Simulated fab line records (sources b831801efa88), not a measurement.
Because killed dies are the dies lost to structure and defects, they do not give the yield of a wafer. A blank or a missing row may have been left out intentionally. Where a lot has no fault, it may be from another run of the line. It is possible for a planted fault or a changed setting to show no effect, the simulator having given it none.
Which tool was responsible? :: flow gf180mcu :: 14 lots with 42 wafers sampled at 6 steps, on a route of 602 steps

WHAT THE GAUGES READ, wafer by wafer
GF_MVSD_TW_MEAS_11. Usual: MVSD_TW 1588, standard deviation 9.1.
lot: L897
measured: day 4 10:17
on: film_metro-02
MVSD_TW: 1595 1591 1586
flag: 

lot: L898
measured: day 4 16:25
on: film_metro-04
MVSD_TW: 1590 1594 1587
flag: 

lot: L899
measured: day 4 21:56
on: film_metro-02
MVSD_TW: 1600 1592 1598
flag: 

lot: L900
measured: day 5 04:10
on: film_metro-04
MVSD_TW: 1590 1581 1585
flag: 

lot: L901
measured: day 5 09:01
on: film_metro-03
MVSD_TW: 1580 1584 1575
flag: 

lot: L902
measured: day 5 14:25
on: film_metro-02
MVSD_TW: 1648 1660 1651
flag: OFF

lot: L903
measured: day 5 20:59
on: film_metro-03
MVSD_TW: 1640 1640 1641
flag: OFF

lot: L904
measured: day 6 02:13
on: film_metro-02
MVSD_TW: 1578 1592 1598
flag: 

lot: L914
measured: day 8 17:12
on: film_metro-02
MVSD_TW: 1591 1590 1591
flag: 

lot: L915
measured: day 8 23:58
on: film_metro-03
MVSD_TW: 1579 1577 1571
flag: 

lot: L916
measured: day 9 00:35
on: film_metro-03
MVSD_TW: 1588 1588 1574
flag: 

lot: L917
measured: day 9 05:23
on: film_metro-03
MVSD_TW: 1571 1584 1592
flag: 

lot: L919
measured: day 9 19:30
on: film_metro-02
MVSD_TW: 1596 1594 1596
flag: 

lot: L920
measured: day 9 23:29
on: film_metro-03
MVSD_TW: 1585 1577 1579
flag: 

GF_VT_IMPLANT_RS_MEAS_46: a four-point-probe measurement. Usual: MVSD_RS 456.7 ohm/sq, standard deviation 1.5.
lot: L897
measured: day 7 10:52
on: film_metro-03
MVSD_RS (ohm/sq): 457.9 458.7 458.1
flag: 

lot: L898
measured: day 7 18:19
on: film_metro-02
MVSD_RS (ohm/sq): 459.0 457.8 458.5
flag: 

lot: L899
measured: day 8 01:43
on: film_metro-03
MVSD_RS (ohm/sq): 456.6 456.6 456.6
flag: 

lot: L900
measured: day 8 09:07
on: film_metro-04
MVSD_RS (ohm/sq): 455.0 455.7 455.1
flag: 

lot: L901
measured: day 8 15:35
on: film_metro-03
MVSD_RS (ohm/sq): 453.8 454.2 455.1
flag: 

lot: L902
measured: day 8 20:53
on: film_metro-02
MVSD_RS (ohm/sq): 401.9 401.8 402.7
flag: OFF

lot: L903
measured: day 9 03:50
on: film_metro-04
MVSD_RS (ohm/sq): 399.3 399.5 398.6
flag: OFF

lot: L904
measured: day 9 12:37
on: film_metro-04
MVSD_RS (ohm/sq): 456.9 456.6 456.6
flag: 

lot: L914
measured: day 12 12:37
on: film_metro-03
MVSD_RS (ohm/sq): 456.9 455.8 456.7
flag: 

lot: L915
measured: day 12 18:45
on: film_metro-03
MVSD_RS (ohm/sq): 457.1 456.9 458.3
flag: 

lot: L916
measured: day 12 21:04
on: film_metro-04
MVSD_RS (ohm/sq): 455.6 456.9 458.1
flag: 

lot: L917
measured: day 13 02:28
on: film_metro-02
MVSD_RS (ohm/sq): 456.3 457.0 455.9
flag: 

lot: L919
measured: day 13 19:50
on: film_metro-03
MVSD_RS (ohm/sq): 455.9 456.8 455.7
flag: 

lot: L920
measured: day 13 23:37
on: film_metro-02
MVSD_RS (ohm/sq): 457.1 457.2 458.5
flag: 

GF_NSD_TW_MEAS_12. Usual: NSD_TW 4284, standard deviation 25.
lot: L897
measured: day 13 05:37
on: film_metro-01
NSD_TW: 4212 4233 4252
flag: 

lot: L898
measured: day 13 11:21
on: film_metro-03
NSD_TW: 4321 4291 4309
flag: 

lot: L899
measured: day 14 00:41
on: film_metro-03
NSD_TW: 4308 4294 4282
flag: 

lot: L900
measured: day 14 10:13
on: film_metro-03
NSD_TW: 4260 4275 4268
flag: 

lot: L901
measured: day 14 14:59
on: film_metro-03
NSD_TW: 4282 4277 4272
flag: 

lot: L902
measured: day 14 23:35
on: film_metro-04
NSD_TW: 4273 4314 4264
flag: 

lot: L903
measured: day 15 08:25
on: film_metro-04
NSD_TW: 4330 4307 4339
flag: 

lot: L904
measured: day 15 18:14
on: film_metro-01
NSD_TW: 4280 4243 4276
flag: 

lot: L914
measured: day 19 10:35
on: film_metro-03
NSD_TW: 4308 4300 4332
flag: 

lot: L915
measured: day 19 17:51
on: film_metro-04
NSD_TW: 4278 4267 4301
flag: 

lot: L916
measured: day 20 02:48
on: film_metro-01
NSD_TW: 4283 4293 4285
flag: 

lot: L917
measured: day 20 05:38
on: film_metro-04
NSD_TW: 4287 4285 4282
flag: 

lot: L919
measured: day 21 02:10
on: film_metro-03
NSD_TW: 4309 4313 4287
flag: 

lot: L920
measured: day 21 05:43
on: film_metro-03
NSD_TW: 4321 4318 4280
flag: 

GF_CONTACT_OVL_MEAS_15. Usual: CONTACT_OVL -1 nm, standard deviation 4.9.
lot: L897
measured: day 16 00:37
on: overlay-01
CONTACT_OVL (nm): -13 -8 -8
flag: 

lot: L898
measured: day 16 04:47
on: overlay-01
CONTACT_OVL (nm): 6 2 -4
flag: 

lot: L899
measured: day 16 19:49
on: overlay-02
CONTACT_OVL (nm): 8 0 0
flag: 

lot: L900
measured: day 17 05:32
on: overlay-02
CONTACT_OVL (nm): -7 -9 -11
flag: 

lot: L901
measured: day 17 11:26
on: overlay-01
CONTACT_OVL (nm): 7 0 -1
flag: 

lot: L902
measured: day 17 21:16
on: overlay-01
CONTACT_OVL (nm): 1 7 -1
flag: 

lot: L903
measured: day 18 05:56
on: overlay-02
CONTACT_OVL (nm): -3 -4 -4
flag: 

lot: L904
measured: day 18 16:38
on: overlay-01
CONTACT_OVL (nm): -5 2 -2
flag: 

lot: L914
measured: day 22 13:05
on: overlay-01
CONTACT_OVL (nm): 1 -1 4
flag: 

lot: L915
measured: day 22 20:01
on: overlay-01
CONTACT_OVL (nm): 5 4 0
flag: 

lot: L916
measured: day 23 04:01
on: overlay-01
CONTACT_OVL (nm): -5 5 5
flag: 

lot: L917
measured: day 23 07:49
on: overlay-01
CONTACT_OVL (nm): 4 -4 1
flag: 

lot: L919
measured: day 24 00:28
on: overlay-02
CONTACT_OVL (nm): -9 -6 1
flag: 

lot: L920
measured: day 24 05:14
on: overlay-01
CONTACT_OVL (nm): -4 -3 1
flag: 

GF_CONTACT_RS_MEAS_25: a four-point-probe measurement. Usual: CONTACT_W_RS 0.383 ohm/sq, standard deviation 0.0056.
lot: L897
measured: day 16 01:19
on: film_metro-03
CONTACT_W_RS (ohm/sq): 0.388 0.378 0.391
flag: 

lot: L898
measured: day 16 05:32
on: film_metro-03
CONTACT_W_RS (ohm/sq): 0.387 0.385 0.391
flag: 

lot: L899
measured: day 16 20:32
on: film_metro-04
CONTACT_W_RS (ohm/sq): 0.378 0.375 0.382
flag: 

lot: L900
measured: day 17 06:16
on: film_metro-04
CONTACT_W_RS (ohm/sq): 0.395 0.394 0.394
flag: 

lot: L901
measured: day 17 12:12
on: film_metro-04
CONTACT_W_RS (ohm/sq): 0.387 0.385 0.385
flag: 

lot: L902
measured: day 17 22:04
on: film_metro-03
CONTACT_W_RS (ohm/sq): 0.386 0.389 0.382
flag: 

lot: L903
measured: day 18 06:47
on: film_metro-03
CONTACT_W_RS (ohm/sq): 0.387 0.383 0.387
flag: 

lot: L904
measured: day 18 17:22
on: film_metro-03
CONTACT_W_RS (ohm/sq): 0.378 0.381 0.377
flag: 

lot: L914
measured: day 22 13:49
on: film_metro-04
CONTACT_W_RS (ohm/sq): 0.369 0.373 0.373
flag: 

lot: L915
measured: day 22 20:44
on: film_metro-02
CONTACT_W_RS (ohm/sq): 0.386 0.382 0.383
flag: 

lot: L916
measured: day 23 04:44
on: film_metro-03
CONTACT_W_RS (ohm/sq): 0.390 0.388 0.377
flag: 

lot: L917
measured: day 23 08:32
on: film_metro-03
CONTACT_W_RS (ohm/sq): 0.374 0.386 0.385
flag: 

lot: L919
measured: day 24 01:11
on: film_metro-02
CONTACT_W_RS (ohm/sq): 0.374 0.386 0.376
flag: 

lot: L920
measured: day 24 05:56
on: film_metro-03
CONTACT_W_RS (ohm/sq): 0.379 0.374 0.386
flag: 

TOOL THAT RAN EACH LOT (tool first, then ch and the chambers of the sampled wafers, then the start)
lot: L897
GF_MVSD_IMPLANT_09: implanter-04 ch 0, day 4 10:02

lot: L898
GF_MVSD_IMPLANT_09: implanter-04 ch 0, day 4 16:13

lot: L899
GF_MVSD_IMPLANT_09: implanter-01 ch 0, day 4 21:41

lot: L900
GF_MVSD_IMPLANT_09: implanter-04 ch 0, day 5 03:55

lot: L901
GF_MVSD_IMPLANT_09: implanter-04 ch 0, day 5 08:47

lot: L902
GF_MVSD_IMPLANT_09: implanter-04 ch 0, day 5 13:52

lot: L903
GF_MVSD_IMPLANT_09: implanter-03 ch 0, day 5 20:26

lot: L904
GF_MVSD_IMPLANT_09: implanter-03 ch 0, day 6 01:59

lot: L914
GF_MVSD_IMPLANT_09: implanter-01 ch 0, day 8 16:58

lot: L915
GF_MVSD_IMPLANT_09: implanter-04 ch 0, day 8 23:43

lot: L916
GF_MVSD_IMPLANT_09: implanter-03 ch 0, day 9 00:20

lot: L917
GF_MVSD_IMPLANT_09: implanter-03 ch 0, day 9 05:08

lot: L919
GF_MVSD_IMPLANT_09: implanter-03 ch 0, day 9 19:16

lot: L920
GF_MVSD_IMPLANT_09: implanter-01 ch 0, day 9 23:14
- GF_MVSD_IMPLANT_09

AS READ BY THE TOOLS THEMSELVES (means over the sampled wafers that have a number; for cases with no such wafer, the mark the record gives instead)
The record holds no such reading with a usual standard deviation.

THE ANSWER, worked out from the rows above alone
Rule: a lot counts as off when the mean over its wafers that have a number is more than 3 standard deviations away from the usual mean. Also off: a lot with no number at a reading for which 4 or more lots have one. Any other lot the step has rows for is counted as sound. Order of review: gauges by route order, followed by the tools' own readings, for which a lot's mean as printed above is used. At the first step where some lot is off, the reading lying furthest off is the one used; lots without a number count as furthest.
Off: L902, L903, at GF_MVSD_TW_MEAS_11 (MVSD_TW).
A tool fits if, at a process step before that reading, it ran every lot that is off, and no sound lot after the first of them. Those tools and the gauges at GF_MVSD_TW_MEAS_11 are tried in the same way. None of those tried fits.

WHAT THE SIMULATOR PUT IN
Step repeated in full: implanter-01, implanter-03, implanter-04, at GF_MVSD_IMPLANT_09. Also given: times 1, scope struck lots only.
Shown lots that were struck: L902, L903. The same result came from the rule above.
